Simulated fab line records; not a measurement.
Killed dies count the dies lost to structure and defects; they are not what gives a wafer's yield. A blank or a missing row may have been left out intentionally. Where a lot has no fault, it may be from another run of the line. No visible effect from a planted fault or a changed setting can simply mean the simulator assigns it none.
Which tool did it? | flow sky130 | 11 lots with 33 wafers sampled at 3 steps, on a route of 708 steps

WHAT THE GAUGES SHOWED, per wafer
SKY_NWELL_RS_MEAS_29: the measuring method here is four-point-probe.
lot  | measured     | on            | NWELL_RS (ohm/sq)
L548 | day 6 10:40  | film-metro-02 | 626.3 625.9 626.8
L549 | day 6 12:50  | film-metro-03 | 623.9 623.5 622.5
L550 | day 6 18:54  | film-metro-03 | 624.1 625.1 625.0
L551 | day 7 00:02  | film-metro-03 | 625.4 625.8 627.0
L554 | day 7 14:26  | film-metro-03 | 627.2 625.5 626.2
L555 | day 7 19:54  | film-metro-02 | 625.7 624.3 625.5
L558 | day 8 12:44  | film-metro-01 | 625.9 625.2 623.5
L559 | day 8 17:41  | film-metro-03 | 604.2 603.9 603.7
L560 | day 9 00:47  | film-metro-01 | 626.0 628.7 627.1
L561 | day 9 06:29  | film-metro-01 | 604.4 604.6 604.0
L565 | day 10 16:46 | film-metro-03 | 625.5 620.7 623.9

WHAT TOOL EACH LOT RAN ON (gives the tool, then ch and the chambers of the sampled wafers, and finally the start)
lot  | SKY_FIELD_ISO_ETCH_15             | SKY_NWELL_IMPLANT_11
L548 | rie-diel-04 ch 0,1,2, day 2 21:43 | implanter-01 ch 0, day 5 15:40
L549 | rie-diel-01 ch 0,1,2, day 3 01:55 | implanter-02 ch 0, day 5 17:02
L550 | rie-diel-02 ch 1,2,3, day 3 12:34 | implanter-04 ch 0, day 5 23:01
L551 | rie-diel-04 ch 2,3, day 3 13:42   | implanter-02 ch 0, day 6 03:53
L554 | rie-diel-04 ch 1,3, day 4 05:40   | implanter-04 ch 0, day 6 18:47
L555 | rie-diel-02 ch 2,3, day 4 09:41   | implanter-04 ch 0, day 7 01:17
L558 | rie-diel-01 ch 0,2,3, day 5 02:33 | implanter-04 ch 0, day 7 17:11
L559 | rie-diel-02 ch 0,1, day 5 05:45   | implanter-02 ch 0, day 7 20:37
L560 | rie-diel-04 ch 0,1,3, day 5 11:25 | implanter-04 ch 0, day 8 03:23
L561 | rie-diel-01 ch 0,1, day 5 16:07   | implanter-02 ch 0, day 8 08:43
L565 | rie-diel-02 ch 0,1,2, day 6 13:36 | implanter-01 ch 0, day 9 17:39
- SKY_FIELD_ISO_ETCH_15: etches the open film in CHF3/O2, stops on Si, target depth 180 nm, time 72 s.
- SKY_NWELL_IMPLANT_11

THE ANSWER, worked out from the rows above alone
Rule: the lots themselves supply what counts as usual. The widest of any qualifying gaps counts: lots, ordered by their means at a reading, are off when they make up no more than a third of the lots, leave a main group of 4 or more, and stand apart from it by 3 or more times the standard deviation of that group's means. The tables above print the reading to a certain number of digits; a main group whose means all agree to those digits is not used. Also off: a lot with no number at a reading for which 4 or more lots have one. Any other lot the step has rows for is counted as sound.
Off: L559, L561, at SKY_NWELL_RS_MEAS_29 (NWELL_RS). For the main group the mean is 625.3 ohm/sq and the standard deviation 1.3.
A tool fits if, at a process step before that reading, it ran every lot that is off, and no sound lot after the first of them. The gauges at SKY_NWELL_RS_MEAS_29 are tried like those tools. One fits: implanter-02 at SKY_NWELL_IMPLANT_11. A fault onset in the window from L551 (day 6 03:53, its last sound lot) to L559 (day 7 20:37, its first lot off) fits.

WHAT THE SIMULATOR HAD INSERTED
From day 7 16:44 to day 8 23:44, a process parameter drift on implanter-02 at SKY_NWELL_IMPLANT_11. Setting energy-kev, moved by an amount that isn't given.
Lots struck among those shown: L559, L561. The same result came from the rule above.
